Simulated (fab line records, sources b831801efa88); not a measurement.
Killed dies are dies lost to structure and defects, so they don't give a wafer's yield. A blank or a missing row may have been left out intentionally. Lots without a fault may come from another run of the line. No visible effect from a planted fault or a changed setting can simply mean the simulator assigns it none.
Matching of chambers | flow gf180mcu | cmp-02 running GF_V2_CMP_26: 4 sister chambers
The step polishes, stops on SiO2, t overpolish 15 s, target thk 0 nm. 4 wafers are shown with their chamber, then 7 later ones without.

== EACH WAFER AND ITS CHAMBER ==
wafer  | chamber | motor current A (A)
L510.1 | 3       | 10.4
L510.6 | 1       | 13.1
L513.1 | 2       | 11.6
L513.5 | 0       | 10.7

== WAFERS WHOSE CHAMBER IS MISSING ==
wafer  | motor current A (A)
L513.6 | 13.4
L519.4 | 13.4
L519.5 | 11.5
L519.6 | 9.4
L524.3 | 11.0
L524.4 | 10.2
L524.5 | 12.1

== WHICH CHAMBER EACH WENT THROUGH ==
wafer  | from the rows above          | in truth
L513.6 | 1                            | 1
L519.4 | 1                            | 1
L519.5 | can't be placed: 2 or 0      | 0
L519.6 | can't be placed: 3 or 0      | 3
L524.3 | can't be placed: 0 or 2 or 3 | 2
L524.4 | can't be placed: 3 or 0      | 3
L524.5 | can't be placed: 2 or 1 or 0 | 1
Correct placement for 2 of the 7. Unplaceable from these rows: 5, with the true chamber sitting among the candidates in 5. Number placed wrongly: 0.
How it was worked out, from the rows above alone: a wafer's distance from a chamber is the root of the sum, over the readings, of the square of ((its reading less the chamber's mean) divided by the reading's scatter). If the next closest chamber is less than 2 further off than the closest, the wafer can't be placed; otherwise it belongs to the closest. Each chamber's mean is taken over the wafers shown for it. The scatter: root of mean squared gap, hidden wafer to nearest shown wafer, with one shown wafer a chamber.
